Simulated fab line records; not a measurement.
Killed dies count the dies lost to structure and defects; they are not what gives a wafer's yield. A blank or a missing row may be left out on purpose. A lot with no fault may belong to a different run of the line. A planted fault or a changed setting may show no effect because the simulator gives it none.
Struck lot and sound lot, side by side | flow sky130 | 15 steps out of a route of 708
Sound: wafers L472.2, L472.5, L472.6. Struck: wafers L483.1, L483.4 (left out: L483.2, a lot-mate that was not struck); the cause follows at the end.
Each step with rows lists, per side, the tool, then ch with its chambers, then its first start. Under that, the readings that differ: sound wafers | struck wafers | difference of the means | sigmas: that difference in standard deviations of wafers without a fault.
alike: same words and numbers on both sides, and readings whose means sit less than 2 such deviations apart. not compared: any withheld reading, any reading some wafer has no value for, any bound like >300 that may hide the same value, and any number with overlapping values for which the record gives no deviation.
Wherever a step has rows on one side only, a row that says differs or no value, or a row with sigmas, the two part there. Numbers that have no deviation but don't overlap get no sigmas and don't part them. A reading missing from all wafers of one side parts the sides only when that side holds two or more wafers.

first, 7 steps without rows for these wafers: SKY_METAL3_HMDS_06 (prime time 60 s); SKY_METAL3_COAT_07 (resist thk 60 nm); SKY_METAL3_COAT_08 (resist thk 1140 nm); SKY_METAL3_SOFTBAKE_09 (time 90 s); SKY_METAL3_EXPOSE_10 (exposes mask MM3, target cd 300 nm); SKY_METAL3_PEB_11; SKY_METAL3_DEVELOP_12 (develop time 60 s).
SKY_METAL3_CD_MEAS_13 targets a cd of 300 nm.
  sound on cd-sem-01 at day 40 04:01; struck on cd-sem-01 at day 43 14:11
  alike: cd-nm
SKY_METAL3_OVL_MEAS_14:
  sound on overlay-01 at day 40 04:08; struck on overlay-01 at day 43 14:19
  alike: METAL3_OVL
SKY_METAL3_DESCUM_15: chemistry O2, time 8 s.
  sound on rie-metal-02 ch 0,1, day 40 04:10; struck on rie-metal-02 ch 1, day 43 14:21
  alike: drypump-motor-current-A, oes-product-au
  not compared: rf-hours-counter-h
SKY_METAL3_ETCH_16: etches BARC in N2/H2, stops on SiO2, time 88.2 s, target depth 60 nm.
  sound on rie-metal-02 ch 0,1, day 40 04:11; struck on rie-metal-02 ch 1, day 43 14:23
  alike: bias-w, drypump-motor-current-A, n2-flow-sccm, oes-product-au, throttle-valve-pct
  not compared: rf-hours-counter-h
SKY_METAL3_ETCH_17: etches SiO2 in C4F8/O2/Ar, stops on TiN, time 3.9 s, target depth 15 nm.
  sound on rie-diel-04 ch 0,1, day 40 04:17; struck on rie-diel-02 ch 0,1, day 43 14:29
  alike: bias-w, oes-product-au
  not compared: rf-hours-counter-h
SKY_METAL3_METAL_ETCH_18: etches the open film in Cl2/BCl3, stops on SiO2, target depth 845 nm, time 183.1 s.
  sound on rie-metal-04 ch 0,1, day 40 04:19; struck on rie-metal-04 ch 0, day 43 14:30
  reading                                       | sound             | struck      | difference | sigmas
  bias-w (W)                                    | 48.56 48.27 48.52 | 56.07 56.17 | +7.67      | +51
  model.KrF-thick_of_METAL3_COAT_08.thk-nm (nm) | 534.6 530.4 532.5 | 488 498.4   | -39        |
  model.SiO2_of_VIA2_HDPCVD_00.thk-nm (nm)      | 465.2 465.2 465.2 | 460.8 461.3 | -4.1       |
  alike: drypump-motor-current-A, oes-product-au, throttle-valve-pct
  not compared: rf-hours-counter-h
SKY_METAL3_STRIP_19: strips in O2/N2.
  sound on plasma-asher-03 ch 0,1, day 40 04:29; struck on plasma-asher-03 ch 0,1, day 43 14:41
  reading                      | sound             | struck      | difference | sigmas
  oes-product-au (a.u.)        | 0.510 0.498 0.506 | 0.483 0.497 | -0.015     | -3
  strip-time-to-endpoint-s (s) | 6.61 6.57 6.59    | 6.14 6.24   | -0.40      | -4
  alike: drypump-motor-current-A, n2-flow-sccm
  not compared: rf-hours-counter-h
then, 1 step without rows for these wafers: SKY_METAL3_STRIP_20 (strips in post etch residue remover, time 1200 s).

== WHERE THEY PART ==
First at SKY_METAL3_METAL_ETCH_18; last, within this record, at SKY_METAL3_STRIP_19.

WHY: what the simulator had put in
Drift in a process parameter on rie-metal-04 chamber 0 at SKY_METAL3_METAL_ETCH_18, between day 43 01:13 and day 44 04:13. The setting bias-w was moved by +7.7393, starting from 48.5. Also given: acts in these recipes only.
